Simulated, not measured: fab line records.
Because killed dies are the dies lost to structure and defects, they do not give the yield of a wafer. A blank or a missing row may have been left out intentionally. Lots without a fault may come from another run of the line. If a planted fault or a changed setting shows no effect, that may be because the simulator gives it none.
Which of the tools did it? | flow gf180mcu | 7 lots, 21 wafers sampled, at 1 step of a route of 602

WHAT EACH GAUGE READ, for each wafer
GF_V1_RS_MEAS_24: measures by four-point-probe.
lot  | measured     | on            | V1_W_RS (ohm/sq)
L443 | day 18 07:45 | film_metro-01 | 0.332 0.326 0.331
L446 | day 19 23:17 | film_metro-02 | 0.325 0.326 0.322
L448 | day 20 15:00 | film_metro-02 | 0.327 0.326 0.330
L450 | day 21 07:12 | film_metro-01 | 0.323 0.327 0.321
L455 | day 23 02:28 | film_metro-02 | 0.324 0.315 0.325
L457 | day 23 18:14 | film_metro-01 | 0.330 0.323 0.321
L465 | day 26 01:19 | film_metro-04 | 0.327 0.328 0.325

WHICH TOOL RAN EACH LOT (tool, then ch and the chambers of the sampled wafers, then the start)
No process step before these readings appears in the record.

THE ANSWER, worked out from the rows above alone
Rule: the usual values come from the lots themselves. Put in order of their means at a reading, lots are off if they are a third of the lots or fewer, leave a main group of 4 or more, and stand apart from it by a gap of 3 or more times the standard deviation of the main group's means; of several such gaps the widest counts. A main group is skipped when, at the precision printed for the reading in the tables above, its means are all equal. Also off: a lot with no number at a reading for which 4 or more lots have one. Where the step has rows for the other lots, those lots are counted as sound.
No lot is off at any reading shown: from this, nothing can be told.

WHAT THE SIMULATOR HAD PUT IN
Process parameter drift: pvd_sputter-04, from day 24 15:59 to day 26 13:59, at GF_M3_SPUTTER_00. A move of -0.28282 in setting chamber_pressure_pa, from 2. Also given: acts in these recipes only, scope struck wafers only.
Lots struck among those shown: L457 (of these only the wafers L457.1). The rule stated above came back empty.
